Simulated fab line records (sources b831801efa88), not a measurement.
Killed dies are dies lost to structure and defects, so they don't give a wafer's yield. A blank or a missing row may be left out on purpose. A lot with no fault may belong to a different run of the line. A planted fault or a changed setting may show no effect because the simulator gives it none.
Chamber matching + flow gf180mcu + GF_V2_STRIP_19 on wet_bench-02 has 3 sister chambers
The step strips in post etch residue remover, time 1200 s. 6 wafers are shown with their chamber, then 7 later ones without.

== WAFERS, EACH WITH ITS CHAMBER ==
| wafer  | chamber | bath_guard_temp_C (C) | bath_heat_duty_pct (%) |
|--------|---------|-----------------------|------------------------|
| L951.5 | 3       | 73.3                  | 15.6                   |
| L951.6 | 3       | 73.3                  | 15.6                   |
| L955.5 | 1       | 73.7                  | 15.9                   |
| L955.6 | 1       | 73.9                  | 15.9                   |
| L970.1 | 0       | 73.1                  | 15.4                   |
| L970.5 | 0       | 72.7                  | 16.1                   |

== WAFERS WITHOUT THEIR CHAMBER ==
| wafer  | bath_guard_temp_C (C) | bath_heat_duty_pct (%) |
|--------|-----------------------|------------------------|
| L970.6 | 72.9                  | 14.8                   |
| L971.2 | 73.0                  | 14.7                   |
| L971.3 | 72.6                  | 15.8                   |
| L971.4 | 72.7                  | 14.1                   |
| L972.1 | 73.7                  | 15.8                   |
| L972.4 | 73.7                  | 14.9                   |
| L972.5 | 73.7                  | 15.4                   |

== WHICH CHAMBER EACH WENT THROUGH ==
| wafer  | from the rows above     | in truth |
|--------|-------------------------|----------|
| L970.6 | can't be placed: 0 or 3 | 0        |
| L971.2 | can't be placed: 3 or 0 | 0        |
| L971.3 | 0                       | 0        |
| L971.4 | can't be placed: 0 or 3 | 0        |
| L972.1 | can't be placed: 1 or 3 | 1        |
| L972.4 | can't be placed: 3 or 1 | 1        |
| L972.5 | can't be placed: 1 or 3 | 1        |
Correctly placed: 1 of 7. From these rows, 6 cannot be placed; in 6 the true chamber is one of the candidates. Wrongly placed: 0.
How it was worked out, from the rows above alone: a wafer's distance from a chamber is the root of the sum, over the readings, of the square of ((its reading less the chamber's mean) divided by the reading's scatter). If the next closest chamber is less than 2 further off than the closest, the wafer can't be placed; otherwise it belongs to the closest. For every chamber, the mean is computed from those of its wafers that are shown. The scatter: take each reading less its chamber's mean, square it, sum over the shown wafers, divide by the number of wafers less the number of chambers, and take the root.
